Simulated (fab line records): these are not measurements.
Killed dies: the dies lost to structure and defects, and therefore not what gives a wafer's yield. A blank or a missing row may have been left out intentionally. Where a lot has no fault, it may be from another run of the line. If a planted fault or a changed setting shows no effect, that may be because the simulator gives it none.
Which tool was responsible? | flow gf180mcu | 12 lots with 36 wafers sampled at 5 steps, on a route of 602 steps

## WHAT THE GAUGES READ, wafer by wafer
GF_VT_IMPLANT_OVL_MEAS_07.
lot  | measured     | on         | VT_IMPLANT_OVL (nm)
L259 | day 5 17:43  | overlay-02 | -1.0 -0.7 -0.3
L261 | day 6 05:55  | overlay-01 | -2.2 -0.1 -1.8
L265 | day 7 02:00  | overlay-01 | -3.3 -2.5 -4.6
L268 | day 7 19:54  | overlay-01 | 0.5 -0.3 0.9
L269 | day 8 03:35  | overlay-01 | -1.7 -3.2 -3.3
L270 | day 8 10:28  | overlay-01 | 0.3 -0.8 -0.1
L271 | day 8 13:27  | overlay-02 | 2.2 2.0 0.8
L272 | day 8 19:22  | overlay-02 | -2.7 0.3 -1.3
L273 | day 9 04:22  | overlay-01 | 0.4 -2.8 -1.3
L275 | day 9 20:39  | overlay-01 | -0.5 0.7 -0.8
L281 | day 11 14:30 | overlay-01 | -1.5 0.2 -3.8
L282 | day 11 15:15 | overlay-02 | -2.0 -2.2 -1.4

GF_DUAL_GATE_THK_MEAS_03.
lot  | measured     | on            | DUAL_GATE_OXIDATION_00_THK (nm)
L259 | day 7 16:58  | film-metro-04 | 10.96 10.91 10.98
L261 | day 8 05:26  | film-metro-01 | 10.72 10.63 10.62
L265 | day 9 06:23  | film-metro-03 | 10.95 10.90 10.99
L268 | day 10 03:31 | film-metro-01 | 10.98 10.84 10.82
L269 | day 10 13:44 | film-metro-03 | 11.01 10.94 11.25
L270 | day 10 19:38 | film-metro-03 | 11.25 11.21 11.19
L271 | day 10 22:26 | film-metro-04 | 12.99 12.97 12.80
L272 | day 11 03:28 | film-metro-04 | 12.80 12.82 12.92
L273 | day 11 13:57 | film-metro-04 | 11.01 11.15 10.98
L275 | day 12 06:55 | film-metro-04 | 10.54 10.42 10.65
L281 | day 14 06:52 | film-metro-04 | 10.85 10.90 11.08
L282 | day 14 06:54 | film-metro-01 | 11.05 10.78 10.85

## WHAT TOOL EACH LOT RAN ON (gives the tool, then ch and the chambers of the sampled wafers, and finally the start)
lot  | GF_VT_IMPLANT_STRIP_09               | GF_VT_IMPLANT_RTA_45             | GF_DUAL_GATE_OXIDATION_02
L259 | plasma-asher-01 ch 0,1, day 5 17:53  | rtp-anneal-02 ch 0, day 7 14:28  | furnace-01 ch 0, day 7 15:30
L261 | plasma-asher-02 ch 0,1, day 6 06:06  | rtp-anneal-01 ch 0, day 8 03:13  | furnace-02 ch 0, day 8 03:58
L265 | plasma-asher-01 ch 0,1, day 7 02:11  | rtp-anneal-01 ch 0, day 9 04:11  | furnace-02 ch 0, day 9 04:56
L268 | plasma-asher-04 ch 0,1, day 7 20:05  | rtp-anneal-02 ch 0, day 9 23:59  | furnace-02 ch 0, day 10 02:04
L269 | plasma-asher-04 ch 0,1, day 8 03:47  | rtp-anneal-01 ch 0, day 10 09:38 | furnace-02 ch 0, day 10 12:17
L270 | plasma-asher-04 ch 0,1, day 8 10:39  | rtp-anneal-02 ch 0, day 10 16:40 | furnace-01 ch 0, day 10 18:11
L271 | plasma-asher-02 ch 0,1, day 8 13:38  | rtp-anneal-02 ch 0, day 10 19:19 | furnace-02 ch 0, day 10 20:58
L272 | plasma-asher-04 ch 0,1, day 8 19:33  | rtp-anneal-02 ch 0, day 11 01:15 | furnace-02 ch 0, day 11 02:01
L273 | plasma-asher-01 ch 0,1, day 9 04:33  | rtp-anneal-02 ch 0, day 11 11:44 | furnace-01 ch 0, day 11 12:31
L275 | plasma-asher-04 ch 0,1, day 9 20:50  | rtp-anneal-02 ch 0, day 12 04:43 | furnace-01 ch 0, day 12 05:28
L281 | plasma-asher-02 ch 0,1, day 11 14:41 | rtp-anneal-01 ch 0, day 14 04:05 | furnace-01 ch 0, day 14 05:25
L282 | plasma-asher-02 ch 0,1, day 11 15:26 | rtp-anneal-02 ch 0, day 14 04:31 | furnace-01 ch 0, day 14 05:25
- GF_VT_IMPLANT_STRIP_09: strips in O2/N2.
- GF_VT_IMPLANT_RTA_45: time 30 s.
- GF_DUAL_GATE_OXIDATION_02: stabilise 600 s, purge 300 s, target thk 10.887 nm.

## WHAT THE TOOLS THEMSELVES READ (means of the sampled wafers that have a number; where no wafer has one, the mark that the record gives instead)
GF_VT_IMPLANT_STRIP_09.
lot  | tool            | drypump-motor-current-A (A) | heater-power-w (W) | oes-product-au (a.u.) | strip-time-to-endpoint-s (s)
L259 | plasma-asher-01 | 6.3                         | 357                | 0.714                 | 12.69
L261 | plasma-asher-02 | 5.5                         | 327                | 0.714                 | 12.64
L265 | plasma-asher-01 | 6.0                         | 378                | 0.717                 | 12.61
L268 | plasma-asher-04 | 5.8                         | 372                | 0.714                 | 12.67
L269 | plasma-asher-04 | 6.0                         | 336                | 0.711                 | 12.65
L270 | plasma-asher-04 | 5.8                         | 373                | 0.715                 | 12.70
L271 | plasma-asher-02 | 5.5                         | 324                | 0.715                 | 12.63
L272 | plasma-asher-04 | 5.8                         | 374                | 0.718                 | 12.64
L273 | plasma-asher-01 | 6.3                         | 360                | 0.718                 | 12.67
L275 | plasma-asher-04 | 5.8                         | 381                | 0.708                 | 12.64
L281 | plasma-asher-02 | 5.5                         | 329                | 0.717                 | 12.67
L282 | plasma-asher-02 | 5.5                         | 329                | 0.716                 | 12.61

GF_VT_IMPLANT_RTA_45.
lot  | tool          | lamp-power-pct (%) | wafer_temp_C_max
L259 | rtp-anneal-02 | 35.3               | 1053.4
L261 | rtp-anneal-01 | 31.7               | 1058.0
L265 | rtp-anneal-01 | 31.7               | 1056.7
L268 | rtp-anneal-02 | 35.4               | 1053.8
L269 | rtp-anneal-01 | 31.7               | 1056.5
L270 | rtp-anneal-02 | 35.3               | 1053.9
L271 | rtp-anneal-02 | 35.3               | 1054.5
L272 | rtp-anneal-02 | 35.4               | 1054.0
L273 | rtp-anneal-02 | 35.3               | 1054.2
L275 | rtp-anneal-02 | 35.4               | 1053.8
L281 | rtp-anneal-01 | 31.6               | 1056.8
L282 | rtp-anneal-02 | 35.4               | 1053.4

GF_DUAL_GATE_OXIDATION_02.
lot  | tool       | spike-tc-bottom-C (C) | spike-tc-centre-C (C) | spike-tc-lower-C (C) | spike-tc-top-C (C) | spike-tc-upper-C (C) | zone-power-bottom-pct (%) | zone-power-centre-pct (%)
L259 | furnace-01 | 912.2                 | 900.0                 | 900.3                | 907.5              | 900.3                | 29.6                      | 20.7
L261 | furnace-02 | 914.3                 | 899.9                 | 900.6                | 911.4              | 900.0                | 30.6                      | 18.2
L265 | furnace-02 | 915.1                 | 899.2                 | 901.5                | 910.2              | 899.4                | 30.8                      | 18.1
L268 | furnace-02 | 914.2                 | 899.5                 | 900.9                | 911.5              | 899.4                | 30.6                      | 18.1
L269 | furnace-02 | 913.1                 | 900.4                 | 899.8                | 911.1              | 899.9                | 30.3                      | 18.2
L270 | furnace-01 | 913.1                 | 899.0                 | 900.6                | 907.8              | 899.2                | 29.4                      | 20.7
L271 | furnace-02 | 931.0                 | 914.8                 | 916.2                | 926.8              | 915.8                | 32.2                      | 18.8
L272 | furnace-02 | 930.7                 | 915.5                 | 917.1                | 926.8              | 915.9                | 32.0                      | 18.7
L273 | furnace-01 | 913.3                 | 899.2                 | 900.9                | 909.3              | 899.8                | 29.8                      | 20.5
L275 | furnace-01 | 912.1                 | 898.3                 | 900.1                | 906.9              | 899.1                | 29.7                      | 20.6
L281 | furnace-01 | 913.2                 | 899.1                 | 900.2                | 908.1              | 899.2                | 29.5                      | 20.5
L282 | furnace-01 | 912.7                 | 899.2                 | 900.6                | 908.7              | 899.2                | 29.7                      | 20.7

## THE ANSWER, worked out from the rows above alone
Rule: what is usual is taken from the lots themselves. Put in order of their means at a reading, lots are off if they are a third of the lots or fewer, leave a main group of 4 or more, and stand apart from it by a gap of 3 or more times the standard deviation of the main group's means; of several such gaps the widest counts. The tables above print the reading to a certain number of digits; a main group whose means all agree to those digits is not used. Also off: a lot with no number at a reading for which 4 or more lots have one. Where the step has rows for the other lots, those lots are counted as sound. Order of review: gauges by route order, followed by the tools' own readings, for which a lot's mean as printed above is used. The first step at which some lot is off is used, and at that step the reading that is off furthest; a lot without a number counts as furthest.
Off: L271, L272, at GF_DUAL_GATE_THK_MEAS_03 (DUAL_GATE_OXIDATION_00_THK). Main group: mean 10.91 nm, sd 0.19.
If a tool, at a process step before that reading, ran all the lots that are off and no sound lot after the first of them, it fits. The gauges at GF_DUAL_GATE_THK_MEAS_03 aren't tried: what is off there is off at GF_DUAL_GATE_OXIDATION_02 too, on other tools, and a gauge's error can't cause that. One candidate fits, namely furnace-02 at GF_DUAL_GATE_OXIDATION_02. A fault onset in the window from L269 (day 10 12:17, its last sound lot) to L271 (day 10 20:58, its first lot off) fits.
The tool's own readings at GF_DUAL_GATE_OXIDATION_02 bear it out: on the lots that are off they differ by more than 5 times the standard deviation of the sound lots' means. spike-tc-bottom-C reads 930.9 C there against 913.3 C on the sound lots; spike-tc-centre-C reads 915.1 C there against 899.4 C on the sound lots; spike-tc-lower-C reads 916.7 C there against 900.5 C on the sound lots; spike-tc-top-C reads 926.8 C there against 909.2 C on the sound lots; spike-tc-upper-C reads 915.8 C there against 899.5 C on the sound lots.

## WHAT THE SIMULATOR HAD PUT IN
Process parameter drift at GF_DUAL_GATE_OXIDATION_02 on furnace-02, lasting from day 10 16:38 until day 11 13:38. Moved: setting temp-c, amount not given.
Lots struck among those shown: L271, L272. The same result came from the rule above.
